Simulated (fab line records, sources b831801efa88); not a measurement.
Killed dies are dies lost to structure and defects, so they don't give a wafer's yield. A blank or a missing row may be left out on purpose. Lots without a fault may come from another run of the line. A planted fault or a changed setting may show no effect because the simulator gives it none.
fab line records | flow gf180mcu
record lots=14 wafers=40 last_day=34
route steps=602 shown MVPSD@85 POLY_GATE@163 V4@492 MIM@507
lots that met no fault: from a run of the same line without faults
start_h: hours from the record's first day to the start of the lot's first wafer shown | wait_h: hours since the lot's step before | " the same as in the row above | L1.1+2: a row that stands for several wafers | - no value, or no start given | * or withheld: withheld | < > ~ a bound
route shown NAME@n: a module of which the file shows steps, and the number in the route of the first | usual: mean/standard deviation of fault-free wafers | same: alike in all rows | chamber/n: place in a boat | sites: the reading at each site | _std_site: their standard deviation | _edge_site: outer sites' mean less inner sites' | radius_mm: how far each site lies from the wafer's centre | mask NAME#n: copy n | behind: the tool/chamber that last shaped the wafer | hold: why the lot was held/for how many hours/how that ended | device: the transistor (n, p or np) that didn't switch | end of line: the same wafers' tests at the end of the route | a step without rows: its recipe alone | killed: dies lost to structure and defects at the first sort, not the wafer's yield | map: a wafer's dies, x killed, . not, _ none there
set.NAME: the setting as run; set.NAME@STEP: as run at that earlier step | model.NAME: the simulator's own value behind a step, which no gauge read
steps of the route over a sample of lots; a table a step, a row a wafer
services: from which hour (start_h, from the record's first day; less than 0 if before it) a tool's chamber was out of use, for how many hours, and why
## steps
# step GF_MVPSD_OVL_MEAS_07
# usual MVPSD_OVL=-2.2/1.7
# columns lot.wafer tool chamber start_h wait_h MVPSD_OVL[nm]
L846.1 overlay-01 - 96.55 - -0.9
L846.2 " - " " -3.4
L846.3 " - " " -3.0
L848.1 overlay-01 - 108.48 - -2.4
L848.2 " - " " -1.7
L848.4 " - " " -2.5
L849.1 overlay-01 - 114.21 - -2.0
L849.3 " - " " -5.0
L849.6 " - " " -3.6
L850.1 overlay-02 - 120.20 - -1.4
L850.3 " - " " -0.6
L850.6 " - " " -0.5
L851.1 overlay-02 - 126.33 - -4.1
L851.4 " - " " -2.9
L851.5 " - " " -3.4
L852.3 overlay-01 - 132.76 - -3.5
L852.4 " - " " -2.9
L852.6 " - " " -2.9
L853.1 overlay-01 - 135.89 - -8.1
L853.2 " - " " -5.8
L853.6 " - " " -5.2
L854.2 overlay-02 - 144.29 - -1.6
L854.3 " - " " -0.5
L854.5 " - " " -2.9
L855.1 overlay-01 - 149.55 - 0.0
L855.3 " - " " 0.9
L855.5 " - " " -2.6
L856.2 overlay-01 - 153.94 - -1.7
L856.3 " - " " -1.4
L856.4 " - " " 0.0
L862.1 overlay-02 - 188.05 - 0.3
L862.5 " - " " 1.0
L864.1 overlay-01 - 201.59 - -0.3
L864.5 " - " " -0.4
L869.1 overlay-01 - 236.03 - -3.6
L869.4 " - " " -0.3
L869.5 " - " " -3.3
L868.3 overlay-02 - 236.14 - -2.2
L868.4 " - " " -2.6
L868.5 " - " " -2.7
# step GF_POLY_GATE_SOFTBAKE_06
# recipe temp_c=130 time_s=60 resist=KrF
# usual run_length_s=89.03/0.15
# columns lot.wafer tool chamber start_h wait_h run_length_s
L846.1 litho_track-01 0 186 - 89.07
L846.2 " 0 " " 89.02
L846.3 " 0 " " 89.06
L848.1 litho_track-03 0 203 - 88.96
L848.2 " 0 " " 88.98
L848.4 " 0 " " 89.19
L849.1 litho_track-01 0 208 - 88.98
L849.3 " 0 " " 89.28
L849.6 " 0 " " 89.22
L850.1 litho_track-03 0 213 - 89.06
L850.3 " 0 " " 89.12
L850.6 " 0 " " 89.17
L851.1 litho_track-02 0 218 - 88.89
L851.4 " 0 " " 89.20
L851.5 " 0 219 - 88.79
L852.3 litho_track-03 0 225 - 89.06
L852.4 " 0 " " 88.91
L852.6 " 0 " " 88.91
L853.1 litho_track-03 0 231 - 89.05
L853.2 " 0 " " 89.34
L853.6 " 0 " " 89.11
L854.2 litho_track-02 0 241 - 89.00
L854.3 " 0 " " 88.77
L854.5 " 0 " " 88.95
L855.1 litho_track-03 0 249 - 89.08
L855.3 " 0 " " 89.03
L855.5 " 0 " " 88.95
L856.2 litho_track-01 0 255 - 89.14
L856.3 " 0 " " 89.05
L856.4 " 0 " " 88.98
L862.1 litho_track-01 0 294 - 115.61
L862.5 " 0 " " 89.29
L864.1 litho_track-01 0 311 - 115.60
L864.5 " 0 " " 89.25
L869.1 litho_track-03 0 350 - 88.99
L869.4 " 0 " " 89.01
L869.5 " 0 " " 88.93
L868.3 litho_track-02 0 353 - 89.01
L868.4 " 0 " " 88.86
L868.5 " 0 " " 88.89
# step GF_POLY_GATE_CD_MEAS_10
# recipe target_cd_nm=280
# usual cd_nm=280.3/1.4
# columns lot.wafer tool chamber start_h wait_h cd_nm
L846.1 cd_sem-02 - 195.10 0.1 279.1
L846.2 " - " " 278.4
L846.3 " - " " 277.9
L848.1 cd_sem-02 - 212.13 0.1 282.1
L848.2 " - " " 283.2
L848.4 " - " " 282.2
L849.1 cd_sem-01 - 217.13 0.1 278.8
L849.3 " - " " 278.9
L849.6 " - " " 279.1
L850.1 cd_sem-01 - 222.05 0.1 281.1
L850.3 " - " " 280.4
L850.6 " - " " 281.8
L851.1 cd_sem-01 - 227.65 0.1 280.4
L851.4 " - " " 279.5
L851.5 " - " " 279.8
L852.3 cd_sem-02 - 235.22 0.1 279.4
L852.4 " - " " 279.5
L852.6 " - " " 279.1
L853.1 cd_sem-01 - 240.61 0.1 281.9
L853.2 " - " " 282.0
L853.6 " - " " 281.3
L854.2 cd_sem-01 - 250.78 0.1 279.1
L854.3 " - " " 279.7
L854.5 " - " " 279.5
L855.1 cd_sem-02 - 258.76 0.1 280.6
L855.3 " - " " 280.4
L855.5 " - " " 280.4
L856.2 cd_sem-02 - 264.85 0.1 279.0
L856.3 " - " " 279.0
L856.4 " - " " 278.9
L862.1 cd_sem-02 - 304.83 0.1 276.7
L862.5 " - " " 279.9
L864.1 cd_sem-02 - 321.90 0.1 276.1
L864.5 " - " " 279.4
L869.1 cd_sem-02 - 361.95 0.1 281.4
L869.4 " - " " 281.1
L869.5 " - " " 280.7
L868.3 cd_sem-01 - 364.79 0.1 281.6
L868.4 " - " " 280.2
L868.5 " - " " 279.5
# step GF_V4_ETCH_16
# recipe chemistry=N2/H2 target_depth_a=withheld overetch_a=withheld time_s=withheld target=BARC ion_energy_ev=200 source_w=500 bias_w=100 pressure_mtorr=30 n2_flow_sccm=100 h2_flow_sccm=200
# usual drypump_motor_current_A=5.4/0.52 oes_product_au=0.854/0.0048 throttle_valve_pct=13.224/0.0091
# columns lot.wafer tool chamber start_h wait_h drypump_motor_current_A oes_product_au throttle_valve_pct
L846.1 rie_diel-01 1 556.14 0.0 5.2 0.856 13.223
L846.2 " 2 " " 5.5 0.857 13.227
L846.3 " 3 " " 5.7 0.851 13.212
L848.1 rie_diel-02 2 576.69 0.0 5.3 0.846 13.226
L848.2 " 0 " " 4.7 0.854 13.218
L848.4 " 3 " " 5.1 0.846 13.218
L849.1 rie_diel-02 0 585.34 0.0 4.8 0.850 13.229
L849.3 " 3 " " 5.1 0.858 13.225
L849.6 " 0 " " 4.7 0.859 13.232
L850.1 rie_diel-02 0 588.30 0.0 4.7 0.853 13.232
L850.3 " 1 " " 4.9 0.858 13.221
L850.6 " 3 " " 5.1 0.855 13.226
L851.1 rie_diel-03 3 596.60 0.0 6.1 0.852 13.222
L851.4 " 1 " " 6.5 0.863 13.227
L851.5 " 0 " " 5.1 0.852 13.221
L852.3 rie_diel-01 2 607.26 0.0 5.5 0.858 13.232
L852.4 " 0 " " 6.1 0.865 13.201
L852.6 " 0 " " 6.1 0.851 13.213
L853.1 rie_diel-01 2 614.63 0.0 5.5 0.852 13.231
L853.2 " 0 " " 6.1 0.844 13.231
L853.6 " 0 " " 6.1 0.861 13.219
L854.2 rie_diel-03 1 624.63 0.0 6.6 0.848 13.239
L854.3 " 2 " " 5.9 0.850 13.222
L854.5 " 3 " " 6.1 0.853 13.214
L855.1 rie_diel-02 0 630.38 0.0 4.7 0.854 13.218
L855.3 " 1 " " 5.0 0.857 13.225
L855.5 " 3 " " 5.1 0.858 13.232
L856.2 rie_diel-02 3 639.29 0.0 5.1 0.856 13.241
L856.3 " 2 " " 5.3 0.852 13.231
L856.4 " 0 " " 4.7 0.860 13.223
L862.1 rie_diel-02 0 676.90 0.0 4.8 0.853 13.213
L862.5 " 2 " " 5.3 0.851 13.234
L864.1 rie_diel-03 0 696.70 0.0 5.1 0.856 13.221
L864.5 " 0 " " 5.1 0.851 13.222
L869.1 rie_diel-01 3 729.13 0.0 5.7 0.850 13.233
L869.4 " 3 " " 5.7 0.853 13.233
L869.5 " 0 " " 6.2 0.854 13.237
L868.3 rie_diel-02 2 733.03 0.0 5.3 0.855 13.239
L868.4 " 3 " " 5.1 0.847 13.209
L868.5 " 1 " " 5.0 0.856 13.210
# step GF_MIM_SPUTTER_04
# recipe material=TiN target_thk_nm=50 power_w=6500 time_s=41.7 chamber_pressure_pa=0.4
# usual throttle_valve_pct=30.0/1.1
# columns lot.wafer tool chamber start_h wait_h throttle_valve_pct
L846.1 pvd_sputter-04 - 557.74 0.0 29.5
L846.2 " - " " 28.8
L846.3 " - " " 30.2
L848.1 pvd_sputter-03 - 578.56 0.0 30.2
L848.2 " - " " 31.9
L848.4 " - " " 30.7
L849.1 pvd_sputter-04 - 586.93 0.0 30.5
L849.3 " - " " 29.7
L849.6 " - " " 30.2
L850.1 pvd_sputter-02 - 589.87 0.0 30.5
L850.3 " - " " 30.8
L850.6 " - " " 31.3
L851.1 pvd_sputter-04 - 598.14 0.0 30.4
L851.4 " - " " 29.6
L851.5 " - " " 28.8
L852.3 pvd_sputter-03 - 608.87 0.0 28.8
L852.4 " - " " 30.7
L852.6 " - " " 31.8
L853.1 pvd_sputter-03 - 616.16 0.0 28.9
L853.2 " - " " 29.0
L853.6 " - " " 28.7
L854.2 pvd_sputter-04 - 626.67 0.0 28.8
L854.3 " - " " 29.5
L854.5 " - " " 28.9
L855.1 pvd_sputter-03 - 632.02 0.0 28.7
L855.3 " - " " 32.1
L855.5 " - " " 28.6
L856.2 pvd_sputter-03 - 641.16 0.0 28.7
L856.3 " - " " 29.0
L856.4 " - " " 30.8
L862.1 pvd_sputter-03 - 678.44 0.0 28.7
L862.5 " - " " 28.7
L864.1 pvd_sputter-02 - 698.28 0.0 29.0
L864.5 " - " " 31.7
L869.1 pvd_sputter-02 - 731.00 0.0 31.2
L869.4 " - " " 30.6
L869.5 " - " " 28.7
L868.3 pvd_sputter-03 - 734.60 0.0 32.2
L868.4 " - " " 30.8
L868.5 " - " " 28.8
## services
# columns tool chamber start_h hours kind
pvd_sputter-03 - 194.41 5.8 repair
rie_diel-02 2 210.62 5.5 repair
rie_diel-02 1 213.85 66.3 repair
pvd_sputter-03 - 228.15 4.9 repair
rie_diel-01 - 230.79 0.4 repair
pvd_sputter-04 - 233.67 7.7 repair
rie_diel-01 1 255.33 4.3 repair
rie_diel-02 0 270.87 2.9 repair
rie_diel-02 3 290.16 3.2 repair
rie_diel-02 2 314.13 8.8 repair
rie_diel-02 1 380.89 2.8 repair
rie_diel-01 0 384.87 2.6 repair
pvd_sputter-03 - 407.24 5.0 repair
rie_diel-02 3 462.80 58.8 repair
rie_diel-02 0 488.85 4.8 repair
rie_diel-02 - 495.04 28.1 pm
pvd_sputter-03 - 536.83 2.3 repair
rie_diel-01 - 564.48 2.8 pm
pvd_sputter-03 - 588.24 3.9 repair
pvd_sputter-04 - 592.31 1.6 repair
rie_diel-01 3 600.57 8.4 repair
rie_diel-01 1 603.14 5.0 repair
rie_diel-02 0 642.13 26.3 repair
rie_diel-01 1 648.03 4.5 repair
## key
first_sign step=GF_POLY_GATE_SOFTBAKE_06 reading=run_length_s direction=up sigmas=99+ usual=* struck=*
effect step=GF_POLY_GATE_CD_MEAS_10 reading=cd_nm direction=down sigmas=2.8 usual=280.3 struck=276.4
met_at GF_POLY_GATE_SOFTBAKE_06
struck_lots L862,L864
struck_wafers L862.1,L864.1
tester_left_out L862,L864
not_acting_at GF_MVPSD_OVL_MEAS_07,GF_V4_ETCH_16,GF_MIM_SPUTTER_04
onset_between 255 294
fault kind=process_parameter_drift tool=litho_track-01 chamber=- onset_h=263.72 steps=GF_POLY_GATE_SOFTBAKE_06 channel=time_s offset=* shape=step end_h=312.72 scope=struck_wafers_only acts_in=* stated=*
# tester_left_out: of these lots the tester's yield and bins aren't shown, on N5 and GAA mostly nor the transistor test; their killed dies are dies lost to structure and defects alone, not to doping, threshold or leakage, so they don't give the yield
